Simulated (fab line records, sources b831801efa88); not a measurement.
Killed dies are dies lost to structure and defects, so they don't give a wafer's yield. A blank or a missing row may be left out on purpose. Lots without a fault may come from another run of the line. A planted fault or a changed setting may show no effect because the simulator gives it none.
A struck lot beside a sound one | flow gf180mcu | 16 steps out of a route of 602
Sound: wafers L243.1, L243.2, L243.4. Struck: wafer L235.6. (L235.2, L235.5 of the same lot were not struck and are left out.) The cause comes at the end.
At each step with rows: each side's tool, then ch and its chambers, then its first start. Under that, the readings that differ: sound wafers | struck wafers | difference of the means | sigmas: that difference in standard deviations of wafers without a fault.
alike: readings whose means differ by less than 2 such deviations, and words and numbers that are the same on both sides. not compared: withheld readings, readings that some wafer has no value for, bounds like >300 that may hide the same value, and numbers for which the record gives no deviation and whose values overlap.
The two part at a step that has a row with sigmas, a row that says differs or no value, or rows on one side only. Numbers that don't overlap but have no deviation are shown without sigmas and don't part them. A reading that every wafer of one side lacks parts them only if that side has two wafers or more.

first, 4 steps without rows for these wafers: GF_M3_SOFTBAKE_10 (time 60 s); GF_M3_EXPOSE_11 (exposes mask Metal3, target cd 280 nm); GF_M3_PEB_12 (peb time 90 s); GF_M3_DEVELOP_13 (develop time 60 s).
GF_M3_CD_MEAS_14: target cd 280 nm.
  sound on cd_sem-01, day 26 16:08; struck on cd_sem-02, day 23 18:19
  alike: cd_nm
GF_M3_OVL_MEAS_15:
  sound on overlay-01, day 26 16:16; struck on overlay-02, day 23 18:25
  alike: M3_OVL
GF_M3_METAL_ETCH_16: etches the open film in Cl2/BCl3, stops on SiO2, target depth 750.8 nm, time 125.1 s.
  sound on rie_metal-03 ch 0,1, day 26 16:18; struck on rie_metal-03 ch 1, day 23 18:27
  alike: drypump_motor_current_A, oes_product_au, rf_fwd_power_W, throttle_valve_pct
  not compared: rf_hours_counter_h
GF_M3_STRIP_17: strips in O2/N2.
  sound on plasma_asher-03 ch 0,1, day 26 16:26; struck on plasma_asher-03 ch 0, day 23 18:35
  reading               | sound             | struck | difference | sigmas
  oes_product_au (a.u.) | 0.537 0.536 0.531 | 0.550  | +0.015     | +3
  alike: drypump_motor_current_A, heater_power_w, strip_time_to_endpoint_s
  not compared: rf_hours_counter_h
then, 3 steps without rows for these wafers: GF_M3_STRIP_18 (strips in post etch residue remover, time 1200 s); GF_M3_CLEAN_19 (cleans in DIW); GF_V3_CVD_00 (deposits SiO2, target thk 600 nm, time 100 s).
GF_V3_THK_MEAS_01:
  sound on film_metro-01, day 26 17:02; struck on film_metro-01, day 23 19:11
  alike: V3_CVD_00_THK
GF_V3_CVD_02: deposits SiO2 from TEOS, target thk 850 nm, time 94.851 s.
  sound on pecvd-03 ch 0,1, day 26 17:06; struck on pecvd-01 ch 0, day 23 19:14
  reading                             | sound             | struck | difference | sigmas
  heater_power_w (W)                  | 880 761 697       | 509    | -270       | -2
  rf_fwd_power_W (W)                  | 594.5 597.2 592.7 | 691.3  | +96.5      | +48
  model.SiO2_of_V3_CVD_02.thk_nm (nm) | 844.9 850.9 863.6 | 892.3  | +39.2      |
GF_V3_THK_MEAS_03:
  sound on film_metro-03, day 26 17:10; struck on film_metro-03, day 23 19:19
  reading            | sound       | struck | difference | sigmas
  V3_CVD_02_THK (nm) | 846 851 864 | 892    | +38        | +4
GF_V3_CMP_04: polishes SiO2.
  sound on cmp-02 ch 0,1,3, day 26 17:34; struck on cmp-02 ch 2, day 23 19:22
  reading                 | sound             | struck | difference | sigmas
  head_pressure_psi (psi) | 3.998 3.991 4.004 | 4.020  | +0.022     | +3
  time_to_endpoint_s (s)  | 79 80 90          | 100    | +17        | +4
  alike: motor_current_A
GF_V3_BOW_MEAS_05:
  sound on film_metro-03, day 26 17:49; struck on film_metro-01, day 23 19:41
  alike: V3_BOW

WHERE THEY PART
First at GF_M3_STRIP_17; last, within this record, at GF_V3_CMP_04. Later steps at which nothing parts them and some readings are alike: GF_V3_BOW_MEAS_05.

WHY: what the simulator had put in
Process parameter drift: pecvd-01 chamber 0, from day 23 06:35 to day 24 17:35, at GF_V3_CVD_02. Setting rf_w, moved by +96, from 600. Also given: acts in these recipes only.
